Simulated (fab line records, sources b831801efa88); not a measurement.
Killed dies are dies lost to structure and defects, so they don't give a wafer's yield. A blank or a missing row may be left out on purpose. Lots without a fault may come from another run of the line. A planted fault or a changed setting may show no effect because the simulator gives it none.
Split-lot experiment | flow gf180mcu | 5 lots, 23 wafers read, on a route of 602 steps

THE SPLIT
At GF_V1_CMP_04 (polishes SiO2), the setting leave_above_ref_nm was moved away from the recipe's 632.5 nm on 7 of the 23 wafers read, by -6.0% to +7.0%. The other wafers ran this setting at the recipe's value.

FROM THE SPLIT TO THE READING: what the file shows between them, 4 steps
- GF_V1_PEB_12: peb time 90 s (also split here: peb_temp_c)
- GF_V1_DEVELOP_13: develop time 60 s
- GF_V1_CD_MEAS_14: target cd 260 nm
- GF_V1_ETCH_16: etches BARC in N2/H2

THE READING
oes_product_au, in a.u., at GF_V1_ETCH_17 (etches SiO2 in C4F8/O2/Ar, stops on TiN, target depth 630 nm). Fault-free wafers of this fab line usually give 0.856 a.u., standard deviation 0.0047 a.u..

wafer  | tool, chamber at the split | leave_above_ref_nm as run, nm | against the recipe | oes_product_au, a.u. | against lot-mates on the recipe
L076.2 | cmp-01, 1                  | 632.5                         | recipe             | 0.866                | -
L076.3 | cmp-01, 0                  | 632.5                         | recipe             | 0.852                | -
L076.4 | cmp-01, 2                  | 656.5                         | +3.8%              | 0.889                | +0.031
L076.5 | cmp-01, 0                  | 632.5                         | recipe             | 0.857                | -
L076.6 | cmp-01, 1                  | 656.5                         | +3.8%              | 0.870                | +0.012
L079.2 | cmp-01, 2                  | 632.5                         | recipe             | 0.858                | -
L079.3 | cmp-01, 1                  | 632.5                         | recipe             | 0.857                | -
L079.6 | cmp-01, 3                  | 632.5                         | recipe             | 0.860                | -
L082.2 | cmp-02, 1                  | 632.5                         | recipe             | 0.856                | -
L082.3 | cmp-02, 2,1                | 676.8                         | +7.0%              | 0.881                | +0.028
L082.4 | cmp-02, 3                  | 676.8                         | +7.0%              | 0.886                | +0.033
L082.5 | cmp-02, 0                  | 632.5                         | recipe             | 0.851                | -
L082.6 | cmp-02, 2,1                | 676.8                         | +7.0%              | 0.894                | +0.041
L083.1 | cmp-02, 0,1                | 632.5                         | recipe             | 0.847                | -
L083.3 | cmp-02, 2                  | 594.8                         | -6.0%              | 0.827                | -0.025
L083.4 | cmp-02, 0,1                | 632.5                         | recipe             | 0.852                | -
L083.5 | cmp-02, 3                  | 632.5                         | recipe             | 0.856                | -
L083.6 | cmp-02, 2                  | 594.8                         | -6.0%              | 0.822                | -0.030
L084.1 | cmp-02, 1                  | 632.5                         | recipe             | 0.854                | -
L084.3 | cmp-02, 0                  | 632.5                         | recipe             | 0.849                | -
L084.4 | cmp-02, 2                  | 632.5                         | recipe             | 0.849                | -
L084.5 | cmp-02, 3                  | 632.5                         | recipe             | 0.857                | -
L084.6 | cmp-02, 2                  | 632.5                         | recipe             | 0.854                | -
Where a row lists several chambers, the file gives one row for several wafers and doesn't say which wafer went through which chamber.

THE FIT
A straight line over all 23 wafers: oes_product_au changes by +0.00496 a.u. for each +1% of leave_above_ref_nm; r = +0.94; the points scatter about the line by 0.0058 a.u..
The same after taking each lot's own level away (the mean of its wafers on the recipe; 23 wafers): +0.00479 a.u. for each +1%; r = +0.96; scatter 0.0049 a.u..
On that fit, the largest move of leave_above_ref_nm shifts the reading by 0.034 a.u..
The lots' own levels span 0.8517 to 0.8583 a.u., that is 1.4 times the standard deviation above.
So the lot-to-lot level changes the slope little: the two slopes agree.
Check: with one of the wafers moved furthest among these (+7.0%) left out of the fit, the line predicts +0.0356 a.u. for it against its lot-mates. It came out at +0.0275 a.u. against them.

OTHER SPLITS ON THESE WAFERS
These wafers also went through other splits before the reading. Each is held against what the fit with the lots' levels taken away leaves over:
other split on the same wafers | wafers away from the commonest value | r with oes_product_au (lot level and that fit taken away)
GF_V1_PEB_12 peb_temp_c        | 8                                    | +0.09

THE WHOLE CHAIN: every reading that the file lists as answering this split, in the file's order
step          | what it does                                                 | reading                                                                   | change (the file's fit)                  | r (the file's)
GF_V1_CMP_04  | polishes SiO2                                                | SiO2_of_V1_CVD_02.thk_nm (the simulator's own value, which no gauge read) | +6.42 nm for each +1% of the setting     | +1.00
GF_V1_ETCH_17 | etches SiO2 in C4F8/O2/Ar, stops on TiN, target depth 630 nm | oes_product_au                                                            | +0.0048 a.u. for each +1% of the setting | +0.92
GF_V1_ETCH_17 | etches SiO2 in C4F8/O2/Ar, stops on TiN, target depth 630 nm | V1.feature_depth_nm (the simulator's own value, which no gauge read)      | +6.42 nm for each +1% of the setting     | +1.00

THE FILE'S OWN FIT
oes_product_au changes by +0.0048 a.u. for each +1% of leave_above_ref_nm, r = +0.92.
